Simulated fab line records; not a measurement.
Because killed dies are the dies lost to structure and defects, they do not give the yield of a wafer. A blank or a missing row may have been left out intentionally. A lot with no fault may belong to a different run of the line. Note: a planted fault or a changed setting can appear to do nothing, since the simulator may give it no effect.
Chamber matching ; flow gf180mcu ; GF_V5_CMP_04 on cmp-01 has 4 sister chambers
The step polishes SiO2. 24 wafers are shown with their chamber, then 12 later ones without.

WAFERS WITH THEIR CHAMBER
wafer;chamber;motor-current-A (A)
L075.1;0;12.0
L075.3;3;12.9
L075.4;2;12.3
L077.3;3;13.0
L077.4;1;10.7
L077.5;1;10.6
L078.1;1;10.2
L078.4;0;12.8
L078.6;1;11.4
L081.4;1;10.3
L081.5;2;12.3
L081.6;1;10.7
L082.1;2;12.0
L082.2;3;13.4
L082.4;0;12.4
L083.1;1;11.2
L083.3;3;13.3
L083.6;0;12.6
L088.3;2;12.1
L088.5;2;12.7
L088.6;3;13.8
L089.2;3;13.7
L089.3;1;11.0
L089.5;2;11.9

SIGNATURES (means of the wafers above)
reading;chamber 0;chamber 1;chamber 2;chamber 3;scatter within a chamber
motor-current-A;12.450;10.762;12.217;13.350;0.363
Rule: for each reading, subtract the chamber's mean from the wafer's reading, divide by that reading's scatter and square the result; add these up over the readings and take the root, which gives the wafer's distance from the chamber. The wafer belongs to the nearest chamber; if the next one is less than 2 further off, it can't be placed. The scatter: take each reading less its chamber's mean, square it, sum over the shown wafers, divide by the number of wafers less the number of chambers, and take the root.

WAFERS WITH NO CHAMBER GIVEN
wafer;motor-current-A (A)
L091.2;10.8
L091.5;11.9
L091.6;13.0
L094.4;12.6
L094.5;10.0
L094.6;12.5
L095.1;11.7
L095.4;10.5
L095.5;13.0
L096.1;12.9
L096.2;12.5
L096.3;12.2

EACH ONE'S CHAMBER
wafer;from the rows above;in truth
L091.2;1;1
L091.5;can't be placed: 2 or 0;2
L091.6;can't be placed: 3 or 0 or 2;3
L094.4;can't be placed: 0 or 2 or 3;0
L094.5;1;1
L094.6;can't be placed: 0 or 2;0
L095.1;can't be placed: 2 or 0 or 1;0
L095.4;1;1
L095.5;can't be placed: 3 or 0 or 2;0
L096.1;can't be placed: 3 or 0 or 2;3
L096.2;can't be placed: 0 or 2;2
L096.3;can't be placed: 2 or 0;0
3 of 12 placed correctly. These rows do not allow placing 9 (true chamber among the candidates in 9). 0 placed wrongly.
